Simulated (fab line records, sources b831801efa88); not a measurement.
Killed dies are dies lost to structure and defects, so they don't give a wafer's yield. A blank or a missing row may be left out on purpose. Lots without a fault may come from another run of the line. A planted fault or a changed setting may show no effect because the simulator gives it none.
Which tool did it? | flow gf180mcu | 14 lots, 42 wafers sampled, at 4 steps of a route of 602

WHAT THE GAUGES READ, wafer by wafer
The record holds no reading of a measuring or inspecting step that can be judged against a usual standard deviation.

WHICH TOOL RAN EACH LOT (tool, then ch and the chambers of the sampled wafers, then the start)
lot  | GF_HV_LDD_IMPLANT_36            | GF_V2_SPUTTER_22             | GF_M3_SPUTTER_00             | GF_MIM_SPUTTER_02
L114 | implanter-01 ch 0, day 11 07:05 | pvd_sputter-03, day 19 19:31 | pvd_sputter-01, day 19 20:08 | pvd_sputter-03, day 24 00:38
L115 | implanter-02 ch 0, day 11 15:35 | pvd_sputter-02, day 20 07:46 | pvd_sputter-03, day 20 08:23 | pvd_sputter-03, day 24 11:31
L116 | implanter-03 ch 0, day 12 21:13 | pvd_sputter-02, day 21 21:13 | pvd_sputter-03, day 21 21:50 | pvd_sputter-03, day 25 21:38
L117 | implanter-01 ch 0, day 13 00:10 | pvd_sputter-04, day 22 03:07 | pvd_sputter-01, day 22 03:44 | pvd_sputter-04, day 26 01:26
L119 | implanter-03 ch 0, day 13 03:20 | pvd_sputter-02, day 22 04:04 | pvd_sputter-03, day 22 04:41 | pvd_sputter-04, day 26 02:14
L121 | implanter-02 ch 0, day 14 01:14 | pvd_sputter-02, day 23 01:34 | pvd_sputter-03, day 23 02:12 | pvd_sputter-04, day 26 22:59
L125 | implanter-02 ch 0, day 15 10:29 | pvd_sputter-04, day 24 14:13 | pvd_sputter-03, day 24 14:51 | pvd_sputter-01, day 28 07:11
L126 | implanter-02 ch 0, day 15 13:43 | pvd_sputter-02, day 24 15:11 | pvd_sputter-04, day 24 15:50 | pvd_sputter-04, day 28 07:52
L131 | implanter-03 ch 0, day 17 04:49 | pvd_sputter-02, day 26 07:14 | pvd_sputter-04, day 26 07:52 | pvd_sputter-04, day 29 19:19
L132 | implanter-03 ch 0, day 17 12:56 | pvd_sputter-04, day 26 15:19 | pvd_sputter-03, day 26 15:57 | pvd_sputter-03, day 30 03:35
L134 | implanter-01 ch 0, day 18 07:22 | pvd_sputter-03, day 27 05:17 | pvd_sputter-04, day 27 05:55 | pvd_sputter-04, day 30 16:31
L135 | implanter-03 ch 0, day 18 13:32 | pvd_sputter-04, day 27 09:55 | pvd_sputter-03, day 27 10:32 | pvd_sputter-03, day 30 20:43
L136 | implanter-02 ch 0, day 18 19:49 | pvd_sputter-03, day 27 16:37 | pvd_sputter-03, day 27 17:14 | pvd_sputter-04, day 31 03:24
L137 | implanter-01 ch 0, day 19 04:35 | pvd_sputter-02, day 28 01:10 | pvd_sputter-04, day 28 01:48 | pvd_sputter-04, day 31 11:10
- GF_HV_LDD_IMPLANT_36
- GF_V2_SPUTTER_22: material TiN, target thk 10 nm, time 40 s.
- GF_M3_SPUTTER_00: material Ti, target thk 37.5 nm, time 150 s.
- GF_MIM_SPUTTER_02: material AlCu, target thk 450 nm, time 23.9 s.

WHAT THE TOOLS THEMSELVES READ (means of the sampled wafers that have a number; where no wafer has one, the mark that the record gives instead)
GF_HV_LDD_IMPLANT_36. Usual: end_station_pressure_torr 5.04e-06 Torr, standard deviation 2.8e-07; rotation_deg 270.00 degrees, standard deviation 0.05.
lot  | tool         | end_station_pressure_torr (Torr) | rotation_deg (degrees) | flag
L114 | implanter-01 | 5.19e-06                         | 269.97                 |
L115 | implanter-02 | 5.11e-06                         | 270.00                 |
L116 | implanter-03 | 5.24e-06                         | 270.02                 |
L117 | implanter-01 | 5.02e-06                         | 269.99                 |
L119 | implanter-03 | 5.09e-06                         | 270.04                 |
L121 | implanter-02 | 5.14e-06                         | 270.00                 |
L125 | implanter-02 | 5.02e-06                         | 348.58                 | OFF
L126 | implanter-02 | 4.81e-06                         | 348.52                 | OFF
L131 | implanter-03 | 5.11e-06                         | 269.99                 |
L132 | implanter-03 | 4.93e-06                         | 269.98                 |
L134 | implanter-01 | 5.08e-06                         | 270.00                 |
L135 | implanter-03 | 4.73e-06                         | 270.00                 |
L136 | implanter-02 | 4.91e-06                         | 270.02                 |
L137 | implanter-01 | 4.65e-06                         | 270.03                 |

GF_V2_SPUTTER_22. Usual: throttle_valve_pct 29.9 %, standard deviation 0.74.
lot  | tool           | throttle_valve_pct (%) | flag
L114 | pvd_sputter-03 | 30.6                   |
L115 | pvd_sputter-02 | 30.0                   |
L116 | pvd_sputter-02 | 29.6                   |
L117 | pvd_sputter-04 | 29.6                   |
L119 | pvd_sputter-02 | 30.1                   |
L121 | pvd_sputter-02 | 30.3                   |
L125 | pvd_sputter-04 | 29.9                   |
L126 | pvd_sputter-02 | 29.3                   |
L131 | pvd_sputter-02 | 29.5                   |
L132 | pvd_sputter-04 | 29.8                   |
L134 | pvd_sputter-03 | 31.0                   |
L135 | pvd_sputter-04 | 29.8                   |
L136 | pvd_sputter-03 | 30.9                   |
L137 | pvd_sputter-02 | 30.1                   |

GF_M3_SPUTTER_00. Usual: throttle_valve_pct 30.2 %, standard deviation 0.61.
lot  | tool           | throttle_valve_pct (%) | flag
L114 | pvd_sputter-01 | 29.9                   |
L115 | pvd_sputter-03 | 30.7                   |
L116 | pvd_sputter-03 | 30.5                   |
L117 | pvd_sputter-01 | 29.7                   |
L119 | pvd_sputter-03 | 30.6                   |
L121 | pvd_sputter-03 | 30.7                   |
L125 | pvd_sputter-03 | 31.0                   |
L126 | pvd_sputter-04 | 29.3                   |
L131 | pvd_sputter-04 | 30.0                   |
L132 | pvd_sputter-03 | 30.9                   |
L134 | pvd_sputter-04 | 29.9                   |
L135 | pvd_sputter-03 | 31.0                   |
L136 | pvd_sputter-03 | 30.3                   |
L137 | pvd_sputter-04 | 29.9                   |

GF_MIM_SPUTTER_02. Usual: throttle_valve_pct 30.1 %, standard deviation 0.59.
lot  | tool           | throttle_valve_pct (%) | flag
L114 | pvd_sputter-03 | 30.6                   |
L115 | pvd_sputter-03 | 30.7                   |
L116 | pvd_sputter-03 | 30.6                   |
L117 | pvd_sputter-04 | 30.0                   |
L119 | pvd_sputter-04 | 29.9                   |
L121 | pvd_sputter-04 | 30.2                   |
L125 | pvd_sputter-01 | 29.8                   |
L126 | pvd_sputter-04 | 29.9                   |
L131 | pvd_sputter-04 | 29.8                   |
L132 | pvd_sputter-03 | 30.7                   |
L134 | pvd_sputter-04 | 29.9                   |
L135 | pvd_sputter-03 | 30.8                   |
L136 | pvd_sputter-04 | 29.5                   |
L137 | pvd_sputter-04 | 29.6                   |

THE ANSWER, worked out from the rows above alone
Rule: a lot is off if the mean of its wafers that have a number lies more than 3 standard deviations from the usual mean. A lot without any number at a reading at which 4 lots or more have one is off too. The other lots that the step has rows for count as sound. The gauges are gone through in route order, then the tools' own readings, and for those a lot's mean is taken as printed above. The first step at which some lot is off is used, and at that step the reading that is off furthest; a lot without a number counts as furthest.
Off: L125, L126, at GF_HV_LDD_IMPLANT_36 (rotation_deg).
A tool fits if, at that step or a process step before it, it ran every lot that is off, and no sound lot after the first of them. None of those tried fits.

WHAT THE SIMULATOR HAD PUT IN
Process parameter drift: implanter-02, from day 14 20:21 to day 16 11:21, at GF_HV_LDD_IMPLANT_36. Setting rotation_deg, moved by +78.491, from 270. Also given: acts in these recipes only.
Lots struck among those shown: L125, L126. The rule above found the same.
